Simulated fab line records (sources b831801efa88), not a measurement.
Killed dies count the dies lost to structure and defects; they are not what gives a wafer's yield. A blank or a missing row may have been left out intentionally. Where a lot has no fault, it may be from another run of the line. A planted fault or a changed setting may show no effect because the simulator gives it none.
Which tool did it? ; flow gf180mcu ; 15 lots with 45 wafers sampled at 4 steps, on a route of 602 steps

WHAT EACH GAUGE READ, for each wafer
GF_POLY_GATE_CD_MEAS_18. Usual: cdNm reads 281.2 nm (standard deviation 1.9).
lot;measured;on;cdNm (nm);flag
L944;day 9 08:50;cdSem-02;281.4 281.2 278.1;
L945;day 9 14:22;cdSem-02;281.0 280.4 281.0;
L946;day 9 22:09;cdSem-02;284.9 283.7 285.7;
L948;day 10 14:41;cdSem-02;280.5 278.7 281.1;
L949;day 10 20:02;cdSem-02;279.4 279.3 281.8;
L958;day 13 16:07;cdSem-02;280.2 279.1 280.0;
L959;day 13 22:43;cdSem-01;281.2 280.9 279.6;
L960;day 14 01:58;cdSem-02;280.7 281.6 280.3;
L962;day 14 13:07;cdSem-02;281.4 281.7 281.7;
L963;day 14 23:49;cdSem-02;282.2 280.4 280.0;
L964;day 15 10:43;cdSem-01;281.2 282.0 283.0;
L967;day 16 04:13;cdSem-02;282.3 281.4 281.0;

GF_CONTACT_THK_MEAS_01. Usual: for CONTACT_CVD_00_THK the level is 300 nm and the standard deviation is 3.3.
lot;measured;on;CONTACT_CVD_00_THK (nm);flag
L944;day 15 04:41;filmMetro-01;300 297 297;
L945;day 15 11:24;filmMetro-01;298 299 296;
L946;day 15 21:54;filmMetro-04;299 299 300;
L948;day 16 17:11;filmMetro-01;297 301 299;
L949;day 17 02:01;filmMetro-04;302 301 300;
L958;day 20 13:16;filmMetro-01;305 303 300;
L959;day 20 19:28;filmMetro-01;304 302 303;
L960;day 21 00:20;filmMetro-03;304 301 303;
L962;day 21 14:23;filmMetro-03;298 297 298;
L963;day 22 00:41;filmMetro-03;303 299 303;
L964;day 22 11:53;filmMetro-03;304 303 307;
L967;day 23 06:28;filmMetro-04;306 301 299;

WHICH TOOL RAN EACH LOT (tool, then ch and the chambers of the sampled wafers, then the start)
lot;GF_STI_DEVELOP_11;GF_HV_LDD_STRIP_10
L944;lithoTrack-04 ch 0, day 2 01:04;plasmaAsher-01 ch 0,1, day 10 02:04
L945;lithoTrack-01 ch 0, day 2 06:07;plasmaAsher-01 ch 0,1, day 10 07:46
L946;lithoTrack-04 ch 0, day 2 10:56;plasmaAsher-02 ch 1, day 10 15:49
L948;lithoTrack-01 ch 0, day 2 23:22;plasmaAsher-03 ch 0,1, day 11 09:05
L949;lithoTrack-04 ch 0, day 3 03:49;plasmaAsher-03 ch 0,1, day 11 14:50
L950;lithoTrack-02, day 3 09:56;-
L951;lithoTrack-01, day 3 15:46;-
L952;lithoTrack-01, day 3 19:37;-
L958;lithoTrack-04 ch 0, day 5 03:01;plasmaAsher-02 ch 0,1, day 14 13:00
L959;lithoTrack-01 ch 0, day 5 07:31;plasmaAsher-02 ch 0,1, day 14 19:28
L960;lithoTrack-01 ch 0, day 5 11:24;plasmaAsher-02 ch 0,1, day 14 23:18
L962;lithoTrack-02 ch 0, day 5 21:27;plasmaAsher-03 ch 0,1, day 15 11:07
L963;lithoTrack-01 ch 0, day 6 03:34;plasmaAsher-03 ch 0,1, day 15 22:01
L964;lithoTrack-01 ch 0, day 6 09:22;plasmaAsher-03 ch 0,1, day 16 09:10
L967;lithoTrack-02 ch 0, day 7 00:11;plasmaAsher-01 ch 0,1, day 17 03:21
- GF_STI_DEVELOP_11: develop time 60 s.
- GF_HV_LDD_STRIP_10: strips in O2/N2.

AS READ BY THE TOOLS THEMSELVES (means over the sampled wafers that have a number; for cases with no such wafer, the mark the record gives instead)
GF_STI_DEVELOP_11. Usual: chillPlateTempC reads 23.01 C (standard deviation 0.097).
lot;tool;chillPlateTempC (C);flag
L944;lithoTrack-04;22.93;
L945;lithoTrack-01;23.05;
L946;lithoTrack-04;23.13;
L948;lithoTrack-01;23.00;
L949;lithoTrack-04;23.00;
L950;lithoTrack-02;-;OFF
L951;lithoTrack-01;-;OFF
L952;lithoTrack-01;-;OFF
L958;lithoTrack-04;22.96;
L959;lithoTrack-01;23.07;
L960;lithoTrack-01;22.95;
L962;lithoTrack-02;23.10;
L963;lithoTrack-01;23.00;
L964;lithoTrack-01;23.03;
L967;lithoTrack-02;22.95;

GF_HV_LDD_STRIP_10. Usual: drypumpMotorCurrentA 5.8 A, standard deviation 0.36; heaterPowerW 328 W, standard deviation 31; oesProductAu 0.716 a.u., standard deviation 0.0048; stripTimeToEndpointS 12.60 s, standard deviation 0.034.
lot;tool;drypumpMotorCurrentA (A);heaterPowerW (W);oesProductAu (a.u.);stripTimeToEndpointS (s);flag
L944;plasmaAsher-01;5.4;332;0.716;12.55;
L945;plasmaAsher-01;5.5;333;0.712;12.63;
L946;plasmaAsher-02;5.4;387;0.717;12.54;
L948;plasmaAsher-03;6.1;309;0.715;12.61;
L949;plasmaAsher-03;5.9;312;0.720;12.57;
L958;plasmaAsher-02;5.6;359;0.714;12.64;
L959;plasmaAsher-02;5.6;361;0.715;12.57;
L960;plasmaAsher-02;5.6;358;0.717;12.57;
L962;plasmaAsher-03;6.1;307;0.721;12.57;
L963;plasmaAsher-03;5.9;310;0.715;12.61;
L964;plasmaAsher-03;5.9;302;0.718;12.64;
L967;plasmaAsher-01;5.7;339;0.715;12.59;

THE ANSWER, worked out from the rows above alone
Rule: a lot is off if the mean of its wafers that have a number lies more than 3 standard deviations from the usual mean. Also off: a lot with no number at a reading for which 4 or more lots have one. All remaining lots with rows at the step are treated as sound. The gauges are gone through in route order, then the tools' own readings, and for those a lot's mean is taken as printed above. The first step at which some lot is off is used, and at that step the reading that is off furthest; a lot without a number counts as furthest.
Off: L950, L951, L952 (GF_STI_DEVELOP_11, chillPlateTempC). Without a number there: L950, L951, L952.
A tool fits if, at that step or a process step before it, it ran every lot that is off, and no sound lot after the first of them. Not one of the candidates tried fits.

WHAT THE SIMULATOR PUT IN
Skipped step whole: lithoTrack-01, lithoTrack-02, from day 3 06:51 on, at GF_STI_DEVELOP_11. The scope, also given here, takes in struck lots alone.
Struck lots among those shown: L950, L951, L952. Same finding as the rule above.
